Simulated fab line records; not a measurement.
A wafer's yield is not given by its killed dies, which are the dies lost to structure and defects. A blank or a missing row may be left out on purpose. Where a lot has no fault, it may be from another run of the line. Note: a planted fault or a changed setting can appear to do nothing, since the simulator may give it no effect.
One fault seen from 2 desks | flow sky130 | each desk holds nothing but its own numbers, with what lay behind them at the end

DESK OF THE TOOL OWNER: implanter-04
The tool's own readings at SKY_LDD_N_IMPLANT_11: means of the sampled wafers that have a number, for each lot that ran on this tool. Any lot whose mean is over 4 standard deviations away from the usual mean is out of limits and marked OUT; that distance is given in the brackets.
Columns: A = beamOnS at SKY_LDD_N_IMPLANT_11, usual 9.99 s; B = doseIonsCm2 at SKY_LDD_N_IMPLANT_11, usual 7.502e+13; C = faradayCurrentUA at SKY_LDD_N_IMPLANT_11, usual 423
lot  | first seen here | A     | B                           | C
L788 | day 18 21:17    | 10.17 | 7.510e+13                   | 415
L800 | day 22 11:34    | 10.21 | 5.713e+13 (-99 or more) OUT | 315 (-12) OUT
L801 | day 22 20:28    | 9.95  | 5.714e+13 (-99 or more) OUT | 323 (-11) OUT
L807 | day 25 14:25    | 9.86  | 7.506e+13                   | 428
Finding of this desk: L800, L801 out of limits; the first was L800 at day 22 11:34, on doseIonsCm2 at SKY_LDD_N_IMPLANT_11. L788, L807: within limits.

THE METROLOGY DESK
What the gauges read for every lot (on any tool): the sampled wafers with a number, averaged. Any lot whose mean is over 4 standard deviations away from the usual mean is out of limits and marked OUT; that distance is given in the brackets.
Columns: A = cdNm at SKY_LOCAL_INTERCONNECT_CD_MEAS_11, usual 170.2 nm; B = cdNm at SKY_CONTACT_CD_MEAS_14, usual 169.0 nm
lot  | first seen here | A     | B
L788 | day 31 05:53    | 171.3 | 171.3
L789 | day 32 04:41    | 172.2 | 169.6
L792 | day 32 11:30    | 168.5 | 167.7
L791 | day 32 13:10    | 170.4 | 169.7
L795 | day 33 11:20    | 171.0 | 166.7
L800 | day 34 13:00    | 171.2 | 167.2
L801 | day 34 18:03    | 170.3 | 170.8
L803 | day 36 03:58    | 170.7 | 170.8
L804 | day 36 05:54    | 171.3 | 168.7
L805 | day 36 13:37    | 171.2 | 170.6
L807 | day 37 06:54    | 169.2 | 170.0
L809 | day 37 11:06    | 172.2 | 169.5
This desk's finding: nothing out of limits on any of the 12 lots.

ALL TOGETHER
The tool owner's desk could have raised an alarm at day 22 11:34, on L800, L801.
From the metrology desk's view, nothing was out of limits.
The metrology desk has L800, L801 on record, within its limits.
Of the lots named, all ran SKY_LDD_N_IMPLANT_11 on implanter-04.

WHAT WAS PUT IN BY THE SIMULATOR
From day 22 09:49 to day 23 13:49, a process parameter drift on implanter-04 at SKY_LDD_N_IMPLANT_11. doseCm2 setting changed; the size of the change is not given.
Shown lots that were struck: L800, L801.
How many hours passed from the start of the fault until each desk's first out-of-limits reading: the tool owner's desk, 2.
